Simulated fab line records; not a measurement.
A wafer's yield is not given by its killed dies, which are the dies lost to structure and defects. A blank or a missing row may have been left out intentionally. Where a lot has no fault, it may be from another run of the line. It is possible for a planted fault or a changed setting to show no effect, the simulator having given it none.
Which tool is to blame? / flow sky130 / 36 wafers from 12 lots sampled at 2 of the route's 708 steps

WHAT THE GAUGES SHOWED, per wafer
SKY_VIA2_THK_MEAS_01.
lot=L504; measured=day 34 22:52; on=filmMetro-01; VIA2_HDPCVD_THK (nm)=1239 1224 1217
lot=L505; measured=day 35 13:05; on=filmMetro-03; VIA2_HDPCVD_THK (nm)=1203 1214 1204
lot=L506; measured=day 37 05:25; on=filmMetro-04; VIA2_HDPCVD_THK (nm)=1201 1213 1206
lot=L509; measured=day 37 21:35; on=filmMetro-04; VIA2_HDPCVD_THK (nm)=1212 1223 1223
lot=L512; measured=day 38 14:47; on=filmMetro-03; VIA2_HDPCVD_THK (nm)=1210 1210 1204
lot=L516; measured=day 39 09:37; on=filmMetro-04; VIA2_HDPCVD_THK (nm)=1233 1243 1238
lot=L520; measured=day 40 06:26; on=filmMetro-01; VIA2_HDPCVD_THK (nm)=1215 1215 1215
lot=L521; measured=day 40 14:17; on=filmMetro-01; VIA2_HDPCVD_THK (nm)=1213 1201 1209
lot=L523; measured=day 41 09:53; on=filmMetro-03; VIA2_HDPCVD_THK (nm)=1219 1205 1220
lot=L524; measured=day 41 15:23; on=filmMetro-03; VIA2_HDPCVD_THK (nm)=1227 1218 1203
lot=L525; measured=day 41 18:42; on=filmMetro-03; VIA2_HDPCVD_THK (nm)=1212 1215 1221
lot=L526; measured=day 42 01:27; on=filmMetro-03; VIA2_HDPCVD_THK (nm)=1208 1214 1203

SKY_VIA2_OVL_MEAS_13.
lot=L504; measured=day 36 01:29; on=overlay-02; VIA2_OVL (nm)=4 -3 1
lot=L505; measured=day 36 16:11; on=overlay-02; VIA2_OVL (nm)=-3 4 3
lot=L506; measured=day 38 08:21; on=overlay-01; VIA2_OVL (nm)=-2 2 2
lot=L509; measured=day 38 23:58; on=overlay-01; VIA2_OVL (nm)=-9 -2 -3
lot=L512; measured=day 39 16:00; on=overlay-02; VIA2_OVL (nm)=3 -4 -1
lot=L516; measured=day 40 10:19; on=overlay-02; VIA2_OVL (nm)=4 5 7
lot=L520; measured=day 41 07:11; on=overlay-02; VIA2_OVL (nm)=4 -1 4
lot=L521; measured=day 41 15:08; on=overlay-01; VIA2_OVL (nm)=-2 0 4
lot=L523; measured=day 42 10:08; on=overlay-01; VIA2_OVL (nm)=1 -3 -3
lot=L524; measured=day 42 15:23; on=overlay-01; VIA2_OVL (nm)=-2 -1 -1
lot=L525; measured=day 42 18:01; on=overlay-02; VIA2_OVL (nm)=-5 0 -1
lot=L526; measured=day 43 01:08; on=overlay-01; VIA2_OVL (nm)=-1 -2 -5

WHICH TOOL RAN EACH LOT (tool, then ch and the chambers of the sampled wafers, then the start)
The record holds no process step before these readings.

AS READ BY THE TOOLS THEMSELVES (means over the sampled wafers that have a number; for cases with no such wafer, the mark the record gives instead)
The record holds no such reading with a usual standard deviation.

THE ANSWER, worked out from the rows above alone
Rule: the usual values come from the lots themselves. The widest of any qualifying gaps counts: lots, ordered by their means at a reading, are off when they make up no more than a third of the lots, leave a main group of 4 or more, and stand apart from it by 3 or more times the standard deviation of that group's means. The tables above print the reading to a certain number of digits; a main group whose means all agree to those digits is not used. Also off: a lot with no number at a reading for which 4 or more lots have one. The other lots that the step has rows for count as sound. The gauges are gone through in route order, then the tools' own readings, and for those a lot's mean is taken as printed above. At the first step where some lot is off, the reading lying furthest off is the one used; lots without a number count as furthest.
Across all readings shown, no lot is off: no conclusion can be drawn from this.

WHAT WAS PUT IN BY THE SIMULATOR
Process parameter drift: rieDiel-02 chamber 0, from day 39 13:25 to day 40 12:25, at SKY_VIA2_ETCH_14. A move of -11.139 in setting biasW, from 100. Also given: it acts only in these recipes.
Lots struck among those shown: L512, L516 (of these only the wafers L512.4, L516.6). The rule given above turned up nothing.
